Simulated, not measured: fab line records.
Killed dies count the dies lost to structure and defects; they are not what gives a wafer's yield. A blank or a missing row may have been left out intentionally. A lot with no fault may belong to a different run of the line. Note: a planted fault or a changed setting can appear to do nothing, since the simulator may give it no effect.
A struck lot beside a sound one :: flow sky130 :: 13 out of 708 route steps
Sound: the wafers L335.1, L335.3, L335.4. The struck wafers were L333.1, L333.4, L333.6. At the end, the cause is stated.
Order at every step that has rows: each side's tool, ch and its chambers, its first start. Under that, the readings that differ: sound wafers :: struck wafers :: difference of the means :: sigmas: that difference in standard deviations of wafers without a fault.
alike: same words and numbers on both sides, and readings whose means sit less than 2 such deviations apart. not compared: any withheld reading, any reading some wafer has no value for, any bound like >300 that may hide the same value, and any number with overlapping values for which the record gives no deviation.
Wherever a step has rows on one side only, a row that says differs or no value, or a row with sigmas, the two part there. When numbers do not overlap yet have no deviation, they are printed without sigmas and do not part them. Lack of a reading on every wafer of one side parts them only where that side has two or more wafers.

SKY_NWELL_STRIP_25: strips in O2/N2.
  sound on plasma asher-01 ch 0,1, day 10 08:37; struck on plasma asher-01 ch 0,1, day 9 21:47
  alike: drypump motor current A, oes product au, strip time to endpoint s
  not compared: rf hours counter h
SKY_NWELL_TW_MEAS_26:
  struck on film metro-04, day 9 21:53; sound on film metro-02, day 10 08:43
  alike: NWELL_2_TW
then, 1 step without rows for these wafers: SKY_NWELL_CLEAN_27 (cleans in SC1/SC2, time 150 s).
SKY_NWELL_RTA_28: time 30 s.
  sound on rtp anneal-02 ch 0, day 10 08:49; struck on rtp anneal-02 ch 0, day 9 21:59
  alike: lamp power pct, ramp up c per s, wafer_temp_C_max
SKY_NWELL_RS_MEAS_29: uses a four-point probe to measure.
  struck on film metro-02, day 9 22:05; sound on film metro-04, day 10 08:55
  alike: NWELL_RS
SKY_NWELL_RS_MEAS_31: uses a four-point probe to measure.
  struck on film metro-02, day 9 22:20; sound on film metro-04, day 10 09:10
  alike: PWDE_RS
then, 5 steps without rows for these wafers: SKY_VT_ADJUST_HVTP_DEHYDRATE_00 (time 60 s); SKY_VT_ADJUST_HVTP_HMDS_01 (prime time 60 s); SKY_VT_ADJUST_HVTP_COAT_02 (resist thk 1140 nm); SKY_VT_ADJUST_HVTP_SOFTBAKE_03 (time 60 s); SKY_VT_ADJUST_HVTP_EXPOSE_04 (exposes mask HVTPM, target cd 380 nm).
SKY_VT_ADJUST_HVTP_PEB_05:
  struck on litho track-04, day 10 20:41; sound on litho track-03 ch 0, day 11 08:16
reading: exhaust pa (Pa)
sound: 46.0 46.6 46.6
struck: - - -
difference: no value on the struck wafers
sigmas: 
  not compared: chill plate temp C, time s
then, 1 step without rows for these wafers: SKY_VT_ADJUST_HVTP_DEVELOP_06 (develop time 60 s).

## WHERE THEY PART
Only at SKY_VT_ADJUST_HVTP_PEB_05, within this record.

WHY: what the simulator had put in
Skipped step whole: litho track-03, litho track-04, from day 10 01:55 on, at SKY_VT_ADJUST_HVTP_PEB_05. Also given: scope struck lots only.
